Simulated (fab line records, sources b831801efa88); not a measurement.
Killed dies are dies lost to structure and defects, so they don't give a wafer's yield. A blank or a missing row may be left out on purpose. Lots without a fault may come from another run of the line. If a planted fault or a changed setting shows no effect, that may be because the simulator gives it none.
Struck lot and sound lot, side by side | flow sky130 | 15 out of 708 route steps
Sound: these wafers, L616.2, L616.3, L616.5. Wafers L627.2, L627.5, L627.6 were the ones struck. The cause is given at the end.
At each step with rows: each side's tool, then ch and its chambers, then its first start. Under that, the readings that differ: sound wafers | struck wafers | difference of the means | sigmas: that difference in standard deviations of wafers without a fault.
alike: readings whose means differ by less than 2 such deviations, and words and numbers that are the same on both sides. not compared: withheld readings, readings that some wafer has no value for, bounds like >300 that may hide the same value, and numbers for which the record gives no deviation and whose values overlap.
The two part at a step that has a row with sigmas, a row that says differs or no value, or rows on one side only. Non-overlapping numbers with no deviation appear without sigmas and do not part them. Lack of a reading on every wafer of one side parts them only where that side has two or more wafers.

SKY_VIA2_BOW_MEAS_03:
  sound on film_metro-01, day 36 03:56; struck on film_metro-04, day 39 23:53
  alike: VIA2_BOW
then, 8 steps without rows for these wafers: SKY_VIA2_DEHYDRATE_04 (time 60 s); SKY_VIA2_HMDS_05 (prime time 60 s); SKY_VIA2_COAT_06 (resist thk 60 nm); SKY_VIA2_COAT_07 (resist thk 450 nm); SKY_VIA2_SOFTBAKE_08 (time 90 s); SKY_VIA2_EXPOSE_09 (exposes mask VIM2, target cd 200 nm); SKY_VIA2_PEB_10; SKY_VIA2_DEVELOP_11 (develop time 60 s).
SKY_VIA2_CD_MEAS_12: the cd target is 200 nm.
  sound on cd_sem-01, day 37 06:10; struck on cd_sem-02, day 40 23:55
  alike: cd_nm
SKY_VIA2_OVL_MEAS_13:
  sound on overlay-01, day 37 06:16; struck on overlay-02, day 41 00:01
  alike: VIA2_OVL
SKY_VIA2_ETCH_14: etches BARC in N2/H2, stops on SiO2, time 45.9 s, target depth 60 nm.
  sound on rie_diel-03 ch 0,3, day 37 06:17; struck on rie_diel-03 ch 0,1,2, day 41 00:02
  alike: bias_w, drypump_motor_current_A, oes_product_au, rf_fwd_power_W, throttle_valve_pct
  not compared: rf_hours_counter_h
SKY_VIA2_ETCH_15: etches SiO2 in C4F8/O2/Ar, stops on TiN, target depth 546 nm, time 84 s.
  sound on rie_diel-03 ch 0,3, day 37 06:20; struck on rie_diel-03 ch 0,1,2, day 41 00:05
  reading                                     | sound             | struck            | difference | sigmas
  rf_fwd_power_W (W)                          | 1482 1493 1492    | 1258 1257 1241    | -237       | -38
  model.KrF-thick_of_VIA2_COAT_07.thk_nm (nm) | 280.6 283.4 282.2 | 289.6 286.4 286.8 | +5.5       |
  alike: bias_w, oes_product_au
SKY_VIA2_STRIP_16: strips in O2/N2.
  sound on plasma_asher-03 ch 0,1, day 37 06:24; struck on plasma_asher-03 ch 0,1, day 41 00:09
  reading                      | sound             | struck            | difference | sigmas
  strip_time_to_endpoint_s (s) | 4.008 4.044 4.037 | 4.121 4.065 4.083 | +0.060     | +3
  alike: drypump_motor_current_A, oes_product_au
  not compared: rf_hours_counter_h
-- the record jumps here: 8 days lie between the struck wafers' starts before and after (it left off in module VIA2 and takes up again in module PAD_OPEN, whose first step shown is number 708 of the route) --
SKY_PAD_OPEN_PROBE_99:
  sound on prober-02, day 46 13:04; struck on prober-02, day 49 12:06
  alike: defect_limited_yield, killed_at_M0_to_M3, killed_at_M4_up, killed_at_contacts, killed_at_front_end, killed_at_other, killed_dies, killed_open, killed_short, sort_bin_3_pad_short, sort_bin_5_function, sort_bin_6_memory, sort_n_pass, sort_yield_pct

WHERE THEY PART
At SKY_VIA2_ETCH_15 first; at SKY_VIA2_STRIP_16 last (within this record only). Later steps at which nothing parts them and some readings are alike: SKY_PAD_OPEN_PROBE_99.

WHY: what the simulator had put in
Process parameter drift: rie_diel-03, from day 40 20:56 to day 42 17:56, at SKY_VIA2_ETCH_15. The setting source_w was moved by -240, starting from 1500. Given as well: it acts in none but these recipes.
